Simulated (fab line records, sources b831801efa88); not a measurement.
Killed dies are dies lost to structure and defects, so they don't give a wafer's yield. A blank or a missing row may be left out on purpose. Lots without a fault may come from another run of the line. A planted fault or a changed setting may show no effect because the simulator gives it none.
fab line records | flow sky130
record lots=6 wafers=18 last_day=50
route steps=708 shown GATE_OXIDE@191 POLY_GATE@204 PAD_OPEN@708
lots that met no fault: from a run of the same line without faults
start_h: hours from the record's first day to the start of the lot's first wafer shown | wait_h: hours since the lot's step before | " the same as in the row above | L1.1+2: a row that stands for several wafers | - no value, or no start given | * or withheld: withheld | < > ~ a bound
route shown NAME@n: a module of which the file shows steps, and the number in the route of the first | usual: mean/standard deviation of fault-free wafers | same: alike in all rows | chamber/n: place in a boat | sites: the reading at each site | _std_site: their standard deviation | _edge_site: outer sites' mean less inner sites' | radius_mm: how far each site lies from the wafer's centre | mask NAME#n: copy n | behind: the tool/chamber that last shaped the wafer | hold: why the lot was held/for how many hours/how that ended | device: the transistor (n, p or np) that didn't switch | end of line: the same wafers' tests at the end of the route | a step without rows: its recipe alone | killed: dies lost to structure and defects at the first sort, not the wafer's yield | map: a wafer's dies, x killed, . not, _ none there
set.NAME: the setting as run; set.NAME@STEP: as run at that earlier step | model.NAME: the simulator's own value behind a step, which no gauge read
lots at some steps of the route; a table a step, a row a wafer
services: from which hour (start_h, from the record's first day; less than 0 if before it) a tool's chamber was out of use, for how many hours, and why
## steps
# step SKY_GATE_OXIDE_HMDS_04
# recipe prime_time_s=60 prime_temp_c=120
# step SKY_GATE_OXIDE_COAT_05
# recipe resist=NOVOLAK spin_rpm=3000 resist_thk_nm=1140
# step SKY_GATE_OXIDE_SOFTBAKE_06
# recipe temp_c=90 time_s=60 resist=NOVOLAK
# step SKY_GATE_OXIDE_EXPOSE_07
# recipe mask_id=LVOM na=0.6 source_shape=conventional sigma_outer=0.6 polarization=unpolarized target_cd_nm=600 dose_mj=170
# step SKY_GATE_OXIDE_PEB_08
# recipe temp_c=withheld time_s=* resist=NOVOLAK
# step SKY_GATE_OXIDE_DEVELOP_09
# recipe resist=NOVOLAK developer=TMAH develop_time_s=60 dev_temp_c=23
# step SKY_GATE_OXIDE_OVL_MEAS_10
# usual GATE_OXIDE_OVL=-0.5/1.5
# columns lot.wafer tool chamber start_h wait_h GATE_OXIDE_OVL[nm]
L716.2 overlay-02 - 379.62 0.1 -0.1
L716.3 " - " " -1.1
L716.6 " - " " -3.1
L720.1 overlay-02 - 410.27 0.1 0.1
L720.4 " - " " -0.2
L720.5 " - " " -1.2
L721.1 overlay-01 - 423.51 0.1 -0.4
L721.4 " - " " 0.0
L721.6 " - " " 0.2
L725.4 overlay-02 - 457.03 0.1 -0.2
L725.5 " - " " -0.7
L725.6 " - " " 0.8
L727.2 overlay-01 - 471.08 0.1 -0.8
L727.4 " - " " 0.4
L727.6 " - " " -0.3
L731.3 overlay-01 - 507.94 0.1 -0.2
L731.5 " - " " 1.8
L731.6 " - " " -0.2
# step SKY_GATE_OXIDE_IMPLANT_11
# recipe species=B energy_kev=10 dose_cm2=2.6e+12 tilt_deg=withheld
# step SKY_GATE_OXIDE_WET_ETCH_12
# recipe chemistry=dHF target_depth_nm=16.8 dry=n2_spin target=SiO2 dilution=100:1 temp_c=25 time_s=319.8
# step SKY_GATE_OXIDE_STRIP_13
# recipe chemistry=O2/N2 power_w=1400 pressure_mtorr=1500 platen_temp_c=withheld o2_flow_sccm=3000 n2_flow_sccm=300 overash_fraction=0.5
# usual drypump_motor_current_A=5.8/0.54 n2_flow_sccm=300.0/0.83 oes_product_au=0.715/0.0044 strip_time_to_endpoint_s=14.21/0.044
# same overash_fraction=0.5
# columns lot.wafer tool chamber start_h wait_h drypump_motor_current_A n2_flow_sccm oes_product_au rf_hours_counter_h strip_time_to_endpoint_s
L716.2 plasma_asher-04 0 379.90 0.0 5.8 301.0 0.710 68 14.17
L716.3 " 1 " " 6.1 301.2 0.711 - 14.17
L716.6 " 0 " " 5.8 300.8 0.709 - 14.17
L720.1 plasma_asher-03 1 410.56 0.0 5.1 300.6 0.724 60 14.19
L720.4 " 1 " " 5.1 300.6 0.714 - 14.15
L720.5 " 0 " " 6.1 301.3 0.715 - 14.17
L721.1 plasma_asher-03 0 423.80 0.0 6.1 299.3 0.715 61 14.28
L721.4 " 0 " " 6.1 300.0 0.710 - 14.25
L721.6 " 1 " " 5.1 299.9 0.720 - 14.28
L725.4 plasma_asher-04 0 457.33 0.0 5.7 299.9 0.706 - 14.25
L725.5 " 0 " " 5.8 299.3 0.723 - 14.21
L725.6 " 1 " " 6.1 300.8 0.723 - 14.28
L727.2 plasma_asher-01 0 471.37 0.0 6.6 300.9 0.718 35 14.16
L727.4 " 1 " " 5.5 300.7 0.714 - 14.17
L727.6 " 0 " " 6.6 301.2 0.717 - 14.19
L731.3 plasma_asher-01 0 508.27 0.0 6.6 298.8 0.714 - 14.17
L731.5 " 0 " " 6.6 299.6 0.716 - 14.18
L731.6 " 1 " " 5.4 299.9 0.718 - 14.20
# step SKY_GATE_OXIDE_TW_MEAS_14
# usual GATE_OXIDE_TW=224.4/2.2
# columns lot.wafer tool chamber start_h wait_h GATE_OXIDE_TW
L716.2 film_metro-03 - 380.01 0.1 225.3
L716.3 " - " " 225.2
L716.6 " - " " 225.1
L720.1 film_metro-03 - 410.66 0.1 223.5
L720.4 " - " " 225.8
L720.5 " - " " 224.8
L721.1 film_metro-01 - 423.90 0.1 225.6
L721.4 " - " " 225.8
L721.6 " - " " 224.8
L725.4 film_metro-03 - 457.43 0.1 226.5
L725.5 " - " " 226.5
L725.6 " - " " 227.1
L727.2 film_metro-03 - 471.48 0.1 226.6
L727.4 " - " " 227.2
L727.6 " - " " 227.6
L731.3 film_metro-04 - 508.36 0.1 220.4
L731.5 " - " " 220.0
L731.6 " - " " 220.6
# step SKY_GATE_OXIDE_CLEAN_15
# recipe chemistry=SC1/SC2 mix=1:4:20 temp_c=70 time_s=150 dry=n2_spin
# step SKY_GATE_OXIDE_OXIDATION_16
# recipe temp_c=800 ambient=O2 idle_temp_c=700 ramp_up_c_per_min=10 ramp_down_c_per_min=3 stabilise_s=600 purge_s=300 target_thk_a=35.7 ox_time_s=1915
# usual ramp_down_c_per_min=3.0001/0.00049 zone_power_upper_pct=14.59/0.16
# columns lot.wafer tool chamber start_h wait_h ramp_down_c_per_min zone_power_upper_pct model.SiO2_of_GATE_OXIDE_OXIDATION_01.thk_nm
L716.2 furnace-01 0 380.24 0.1 3.0003 14.69 11.62
L716.3 " 0 " " 2.9995 14.48 11.77
L716.6 " 0 " " 3.0001 14.59 11.53
L720.1 furnace-02 0 411.45 0.7 2.9995 14.55 11.85
L720.4 " 0 " " 2.9999 14.42 11.77
L720.5 " 0 " " 3.0003 14.66 11.83
L721.1 furnace-02 0 424.58 0.5 3.0001 14.54 11.76
L721.4 " 0 " " 3.0000 14.45 11.92
L721.6 " 0 " " 3.0012 14.38 11.71
L725.4 furnace-01 0 457.51 0.0 3.0006 14.88 11.74
L725.5 " 0 " " 3.0006 14.82 11.64
L725.6 " 0 " " 2.9993 14.67 11.65
L727.2 furnace-01 0 472.12 0.5 2.9999 14.51 11.32
L727.4 " 0 " " 3.0003 14.87 11.38
L727.6 " 0 " " 2.9998 14.53 11.26
L731.3 furnace-02 0 509.32 0.9 2.9994 14.77 11.62
L731.5 " 0 " " 3.0010 14.38 11.5
L731.6 " 0 " " 3.0000 14.66 11.47
# step SKY_POLY_GATE_CVD_00
# recipe material=poly-Si target_thk_nm=180 temp_c=620 time_s=720 pressure_mtorr=200
# step SKY_PAD_OPEN_PROBE_99
# usual killed_at_M0_to_M3=44/6.9 killed_at_M4_up=3.3/2 killed_at_contacts=25/5.4 killed_at_front_end=16/4.6 killed_at_other=0.2/0.51 killed_dies=88/8.9 killed_on_rim=17/3.6 killed_open=48/6.8 killed_short=39/5.8
# same gross_dies=492 killed_at_back_side=0
# columns lot.wafer tool chamber start_h wait_h killed_at_M0_to_M3 killed_at_M4_up killed_at_contacts killed_at_front_end killed_at_other killed_dies killed_on_rim killed_open killed_short model.etest.pfet_01v8.r_on_ohm_um model.etest.nfet_01v8.r_on_ohm_um model.etest.nfet_01v8_lvt.drive_ua_um model.etest.nfet_01v8_turned.drive_ua_um model.etest.nfet_01v8_swapped.drive_ua_um model.etest.nfet_01v8.drive_ua_um model.etest.sram_nfet_pass.drive_ua_um model.etest.nfet_g5v0d10v5.drive_ua_um
L716.2 prober-02 - 1132.47 0.1 42 7 31 14 0 94 18 56 38 2953 830.8 578.2 512.1 507.8 509.2 476.4 599.6
L716.3 prober-02 - 1132.52 0.2 38 2 27 14 0 81 18 49 32 2898 831.5 576.5 501.6 501.7 505.1 492.6 586.8
L716.6 prober-02 - 1132.67 0.2 45 3 27 12 0 87 20 48 39 2929 843.1 569.3 500.3 499.1 495.5 455.7 601.4
L720.1 prober-02 - 1146.21 0.1 36 6 26 18 0 86 21 52 34 3056 908.5 512.7 442.8 443.9 438.7 435.2 591.3
L720.4 prober-02 - 1146.36 0.2 50 2 23 13 2 90 16 47 43 2988 874.9 525.7 454.2 453.4 454.3 458.1 599.8
L720.5 prober-02 - 1146.41 0.2 43 1 21 22 0 87 18 48 39 3062 906.7 516.9 447.2 442.4 444.2 448.8 587.2
L721.1 prober-01 - 1153.63 0.1 47 2 20 16 2 87 16 51 36 2941 882.9 520.7 455.9 449.9 452.8 436.3 595
L721.4 prober-01 - 1153.78 0.2 44 1 16 16 0 77 12 47 30 3060 908.4 510.6 444.6 444.5 445.4 420.7 582
L721.6 prober-01 - 1153.88 0.2 45 3 22 14 0 84 18 46 38 3111 920.7 512 439.3 438.2 439.9 415 591.2
L727.2 prober-01 - 1192.40 0.1 42 0 28 23 1 94 17 51 42 2973 826.2 574.2 511.4 505.9 503.2 483.3 615.3
L727.4 prober-01 - 1192.50 0.2 43 7 26 16 2 94 19 49 42 2987 827.5 586 512.2 517.5 513.1 488 611.6
L727.6 prober-01 - 1192.60 0.2 43 0 23 14 1 81 20 39 42 2967 831.8 573.3 503 505 502.4 488.9 619.7
L725.4 prober-02 - 1198.43 0.2 48 4 30 16 1 99 20 55 44 2814 801.3 585.7 519.8 516.7 512.9 489.3 595.4
L725.5 prober-02 - 1198.48 0.2 37 2 27 17 0 83 14 46 37 2970 853.1 555.3 495.4 489.7 493.8 466.4 595.9
L725.6 prober-02 - 1198.53 0.2 48 5 23 12 0 88 20 54 34 2904 837.9 562 501.9 495.5 494.8 477.1 591.2
L731.3 prober-02 - 1201.31 0.2 51 7 36 9 0 103 17 60 43 2902 848.6 566 497.4 494.7 495.9 476.7 603.3
L731.5 prober-02 - 1201.41 0.2 34 3 42 17 0 96 21 47 48 2991 859.8 545.7 479.9 487.9 480.8 469.1 609.6
L731.6 prober-02 - 1201.46 0.2 37 2 31 7 0 77 13 54 23 2892 849.3 564.8 495.2 491.8 488.2 490.1 610.1
# killed by level:class
L716.2 CONTACT:geometric_particle:open=11 LI_CONTACT:geometric_particle:open=10 VIA3:geometric_particle:open=10 VIA1:geometric_particle:open=9 METAL4:geometric_particle:short=7 VIA2:geometric_particle:open=6 CONTACT:geometric_particle:short=5 METAL1:geometric_particle:short=4
L716.3 VIA3:geometric_particle:open=12 CONTACT:geometric_particle:open=9 LI_CONTACT:geometric_particle:open=6 VIA1:geometric_particle:open=6 VIA1:geometric_particle:short=5 LOCAL_INTERCONNECT:geometric_particle:short=4 VIA2:geometric_particle:open=4 FIELD_ISO:geometric_particle:open=3
L716.6 CONTACT:geometric_particle:open=8 VIA2:geometric_particle:open=8 VIA3:geometric_particle:open=8 LI_CONTACT:geometric_particle:open=7 VIA1:geometric_particle:open=7 LOCAL_INTERCONNECT:geometric_particle:short=6 POLY_GATE:geometric_particle:open=6 METAL3:geometric_particle:short=6
L720.1 CONTACT:geometric_particle:open=9 VIA2:geometric_particle:open=8 VIA1:geometric_particle:open=7 VIA3:geometric_particle:open=7 FIELD_ISO:geometric_particle:short=6 LOCAL_INTERCONNECT:geometric_particle:short=6 LI_CONTACT:geometric_particle:open=6 FIELD_ISO:geometric_particle:open=5
L720.4 CONTACT:geometric_particle:open=10 METAL1:geometric_particle:short=9 LI_CONTACT:geometric_particle:open=8 VIA1:geometric_particle:open=8 VIA3:geometric_particle:open=7 METAL2:geometric_particle:short=7 VIA2:geometric_particle:open=5 VIA2:geometric_particle:short=4
L720.5 VIA1:geometric_particle:open=13 FIELD_ISO:geometric_particle:open=7 VIA1:geometric_particle:short=7 FIELD_ISO:geometric_particle:short=6 VIA2:geometric_particle:open=6 LOCAL_INTERCONNECT:geometric_particle:short=5 CONTACT:geometric_particle:short=5 VIA3:geometric_particle:open=5
L721.1 VIA1:geometric_particle:open=15 CONTACT:geometric_particle:open=7 METAL2:geometric_particle:short=7 POLY_GATE:geometric_particle:open=6 LI_CONTACT:geometric_particle:open=5 VIA3:geometric_particle:open=5 VIA2:geometric_particle:open=4 FIELD_ISO:geometric_particle:open=3
L721.4 VIA1:geometric_particle:open=15 CONTACT:geometric_particle:open=8 POLY_GATE:geometric_particle:open=6 VIA2:geometric_particle:open=6 POLY_GATE:geometric_particle:short=5 LI_CONTACT:geometric_particle:open=4 VIA1:geometric_particle:short=4 METAL3:geometric_particle:short=3
L721.6 VIA1:geometric_particle:open=11 CONTACT:geometric_particle:open=8 VIA2:geometric_particle:open=7 VIA1:geometric_particle:short=6 METAL2:geometric_particle:short=6 POLY_GATE:geometric_particle:open=5 LOCAL_INTERCONNECT:geometric_particle:short=5 METAL1:geometric_particle:short=5
L727.2 VIA1:geometric_particle:open=10 CONTACT:geometric_particle:short=8 VIA1:geometric_particle:short=8 CONTACT:geometric_particle:open=7 LI_CONTACT:geometric_particle:open=7 METAL2:geometric_particle:short=6 FIELD_ISO:geometric_particle:open=5 POLY_GATE:geometric_particle:open=5
L727.4 CONTACT:geometric_particle:open=13 VIA3:geometric_particle:short=8 LI_CONTACT:geometric_particle:open=7 VIA1:geometric_particle:open=7 FIELD_ISO:geometric_particle:open=6 METAL1:geometric_particle:short=5 METAL2:geometric_particle:short=5 FIELD_ISO:geometric_particle:short=4
L727.6 VIA1:geometric_particle:open=10 LI_CONTACT:geometric_particle:open=6 METAL2:geometric_particle:short=6 POLY_GATE:geometric_particle:open=5 CONTACT:geometric_particle:short=5 CONTACT:geometric_particle:open=5 METAL1:geometric_particle:short=5 VIA2:geometric_particle:open=5
L725.4 LI_CONTACT:geometric_particle:open=12 METAL1:geometric_particle:short=9 VIA3:geometric_particle:open=7 CONTACT:geometric_particle:open=7 VIA1:geometric_particle:open=7 VIA2:geometric_particle:open=7 POLY_GATE:geometric_particle:open=6 LI_CONTACT:geometric_particle:short=4
L725.5 CONTACT:geometric_particle:open=10 VIA1:geometric_particle:open=7 VIA3:geometric_particle:open=6 LI_CONTACT:geometric_particle:open=6 VIA1:geometric_particle:short=6 METAL1:geometric_particle:short=5 POLY_GATE:geometric_particle:short=4 POLY_GATE:geometric_particle:open=4
L725.6 VIA1:geometric_particle:open=10 VIA2:geometric_particle:open=8 VIA3:geometric_particle:open=7 CONTACT:geometric_particle:open=7 VIA1:geometric_particle:short=6 LI_CONTACT:geometric_particle:open=6 CONTACT:geometric_particle:short=6 POLY_GATE:geometric_particle:open=5
L731.3 CONTACT:geometric_particle:open=16 VIA1:geometric_particle:open=12 LI_CONTACT:geometric_particle:open=8 VIA2:geometric_particle:open=7 VIA3:geometric_particle:open=7 METAL3:geometric_particle:short=6 METAL4:geometric_particle:short=6 CONTACT:geometric_particle:short=5
L731.5 CONTACT:geometric_particle:open=15 LOCAL_INTERCONNECT:geometric_particle:short=8 LI_CONTACT:geometric_particle:open=7 VIA1:geometric_particle:open=7 POLY_GATE:geometric_particle:short=6 FIELD_ISO:geometric_particle:short=5 LI_CONTACT:geometric_particle:short=5 CONTACT:geometric_particle:short=5
L731.6 CONTACT:geometric_particle:open=12 VIA1:geometric_particle:open=11 VIA3:geometric_particle:open=10 LI_CONTACT:geometric_particle:open=9 VIA2:geometric_particle:open=5 CONTACT:geometric_particle:short=4 METAL3:geometric_particle:short=4 POLY_GATE:geometric_particle:open=3
## services
# columns tool chamber start_h hours kind
furnace-02 - 382.58 2.8 pm
plasma_asher-01 - 404.60 1.0 repair
furnace-02 - 434.74 3.6 pm
## key
first_sign none at tools or gauges
model_effect step=SKY_GATE_OXIDE_OXIDATION_16 value=SiO2_of_GATE_OXIDE_OXIDATION_01.thk_nm without=11.48 struck=11.81
model_effect step=SKY_PAD_OPEN_PROBE_99 value=etest.pfet_01v8.r_on_ohm_um without=2909 struck=3036
met_at SKY_GATE_OXIDE_OXIDATION_16
struck_wafers L720.1,L720.4,L720.5,L721.1,L721.4,L721.6
tester_left_out L720,L721
also_fits SKY_GATE_OXIDE_STRIP_13:plasma_asher-03
fault kind=process_parameter_drift tool=furnace-02 chamber=- onset_h=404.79 steps=SKY_GATE_OXIDE_OXIDATION_16 channel=ox_time_s offset=* shape=step end_h=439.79 acts_in=* stated=*
# tester_left_out: of these lots the tester's yield and bins aren't shown, on N5 and GAA mostly nor the transistor test; their killed dies are dies lost to structure and defects alone, not to doping, threshold or leakage, so they don't give the yield
